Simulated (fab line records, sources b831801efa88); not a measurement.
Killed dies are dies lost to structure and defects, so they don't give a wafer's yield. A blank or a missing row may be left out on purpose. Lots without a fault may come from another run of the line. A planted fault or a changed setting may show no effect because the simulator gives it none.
A struck lot beside a sound one | flow gf180mcu | 11 steps out of a route of 602
Sound: wafers L189.4, L189.5, L189.6. Struck: wafers L183.1, L183.2, L183.4. The cause comes at the end.
At each step with rows: each side's tool, then ch and its chambers, then its first start. Under that, the readings that differ: sound wafers | struck wafers | difference of the means | sigmas: that difference in standard deviations of wafers without a fault.
alike: readings whose means differ by less than 2 such deviations, and words and numbers that are the same on both sides. not compared: withheld readings, readings that some wafer has no value for, bounds like >300 that may hide the same value, and numbers for which the record gives no deviation and whose values overlap.
The two part at a step that has a row with sigmas, a row that says differs or no value, or rows on one side only. Numbers that don't overlap but have no deviation are shown without sigmas and don't part them. A reading that every wafer of one side lacks parts them only if that side has two wafers or more.

GF_STI_BOW_MEAS_00:
  sound on film_metro-03, day 4 03:04; struck on film_metro-03, day 2 21:00
  alike: INCOMING_BOW
then, 1 step without rows for these wafers: GF_STI_OXIDATION_01 (stabilise 600 s, purge 300 s, target thk 10 nm).
GF_STI_THK_MEAS_02:
  sound on film_metro-02, day 4 04:32; struck on film_metro-03, day 2 23:01
  alike: STI_OXIDATION_THK
then, 1 step without rows for these wafers: GF_STI_CVD_03 (deposits Si3N4 from DCS/NH3, target thk 207.16 nm, time 3551 s).
GF_STI_THK_MEAS_04:
  sound on film_metro-02, day 4 06:35; struck on film_metro-02, day 3 01:04
  alike: STI_CVD_03_THK
then, 4 steps without rows for these wafers: GF_STI_DEHYDRATE_05 (time 60 s); GF_STI_HMDS_06 (prime time 60 s); GF_STI_COAT_07 (resist thk 700 nm); GF_STI_SOFTBAKE_08 (time 60 s).
GF_STI_EXPOSE_09: exposes mask COMP, target cd 220 nm.
  sound on krf_scanner-01 ch 0, day 4 13:32; struck on krf_scanner-01, day 3 07:23
  no value came back on the struck wafers for exposure_dose_mJ_cm2, focus_offset_nm (nm), reticle_temp_C (C); on the sound wafers exposure_dose_mJ_cm2 reads 27.571 27.564 27.562
  alike: mask
then, 1 step without rows for these wafers: GF_STI_PEB_10 (peb time 90 s).

WHERE THEY PART
Only at GF_STI_EXPOSE_09, within this record.

WHY: what the simulator had put in
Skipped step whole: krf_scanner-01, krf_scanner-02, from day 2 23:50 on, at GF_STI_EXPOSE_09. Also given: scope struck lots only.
